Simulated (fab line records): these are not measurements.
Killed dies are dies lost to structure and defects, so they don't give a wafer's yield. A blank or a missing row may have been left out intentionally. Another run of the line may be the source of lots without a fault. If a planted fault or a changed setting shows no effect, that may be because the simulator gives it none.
Which tool did it? | flow sky130 | 30 wafers sampled from 10 lots at 1 step of a route of 708

== WHAT THE GAUGES SHOWED, per wafer ==
SKY_SD_P_TW_MEAS_11.
lot  | measured     | on            | SD_P_TW
L695 | day 27 11:22 | film metro-03 | 2814 2845 2819
L696 | day 27 21:31 | film metro-02 | 2825 2841 2832
L697 | day 28 05:29 | film metro-02 | 2834 2827 2835
L698 | day 28 14:42 | film metro-02 | 2846 2830 2833
L701 | day 30 00:13 | film metro-01 | 2793 2817 2790
L702 | day 30 09:26 | film metro-01 | 2803 2801 2802
L708 | day 32 13:36 | film metro-01 | 2816 2813 2807
L711 | day 33 12:34 | film metro-01 | 2832 2812 2828
L712 | day 33 14:25 | film metro-02 | 2815 2829 2833
L713 | day 33 21:32 | film metro-01 | 2820 2821 2812

== WHICH TOOL RAN EACH LOT (tool, then ch and the chambers of the sampled wafers, then the start) ==
Before these readings, the record contains no process step.

== WHAT THE TOOLS THEMSELVES READ (means of the sampled wafers that have a number; where no wafer has one, the mark that the record gives instead) ==
The record holds no such reading with a usual standard deviation.

== THE ANSWER, worked out from the rows above alone ==
Rule: the lots themselves supply what counts as usual. Put in order of their means at a reading, lots are off if they are a third of the lots or fewer, leave a main group of 4 or more, and stand apart from it by a gap of 3 or more times the standard deviation of the main group's means; of several such gaps the widest counts. Not used: any main group whose means are identical at the precision the tables above print for the reading. Also off: a lot with no number at a reading for which 4 or more lots have one. The other lots that the step has rows for count as sound. First the gauges in route order, then the tools' own readings, where a lot's mean is used as printed above. The first step at which some lot is off is used, and at that step the reading that is off furthest; a lot without a number counts as furthest.
None of the lots is off at any reading shown; this tells nothing.

== WHAT HAD BEEN PUT IN BY THE SIMULATOR ==
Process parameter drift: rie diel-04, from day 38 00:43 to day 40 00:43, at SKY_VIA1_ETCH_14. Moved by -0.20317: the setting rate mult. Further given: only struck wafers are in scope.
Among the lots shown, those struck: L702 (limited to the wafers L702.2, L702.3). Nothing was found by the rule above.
